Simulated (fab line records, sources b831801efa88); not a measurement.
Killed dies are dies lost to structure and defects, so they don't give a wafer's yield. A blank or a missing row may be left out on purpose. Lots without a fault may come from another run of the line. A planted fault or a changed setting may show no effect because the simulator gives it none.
Which tool did it? | flow sky130 | 7 lots, 21 wafers sampled, at 1 step of a route of 708

WHAT THE GAUGES READ, wafer by wafer
SKY_CAP2M_THK_MEAS_01.
lot  | measured     | on            | CAP2M_CVD_00_THK (nm)
L949 | day 41 01:43 | film_metro-04 | 15.23 15.36 15.65
L952 | day 41 10:45 | film_metro-04 | 15.19 15.51 15.39
L954 | day 42 07:38 | film_metro-01 | 15.02 15.33 15.35
L960 | day 43 19:39 | film_metro-01 | 15.38 15.57 15.94
L963 | day 44 16:05 | film_metro-01 | 15.14 15.34 15.45
L965 | day 45 10:05 | film_metro-03 | 15.49 15.48 15.70
L969 | day 46 19:29 | film_metro-03 | 15.62 15.91 15.86

WHICH TOOL RAN EACH LOT (tool, then ch and the chambers of the sampled wafers, then the start)
The record holds no process step before these readings.

THE ANSWER, worked out from the rows above alone
Rule: what is usual is taken from the lots themselves. Put in order of their means at a reading, lots are off if they are a third of the lots or fewer, leave a main group of 4 or more, and stand apart from it by a gap of 3 or more times the standard deviation of the main group's means; of several such gaps the widest counts. A main group whose means are all the same, to the digits that the tables above print for the reading, isn't used. A lot without any number at a reading at which 4 lots or more have one is off too. The other lots that the step has rows for count as sound.
No lot is off at any reading shown: from this, nothing can be told.

WHAT THE SIMULATOR HAD PUT IN
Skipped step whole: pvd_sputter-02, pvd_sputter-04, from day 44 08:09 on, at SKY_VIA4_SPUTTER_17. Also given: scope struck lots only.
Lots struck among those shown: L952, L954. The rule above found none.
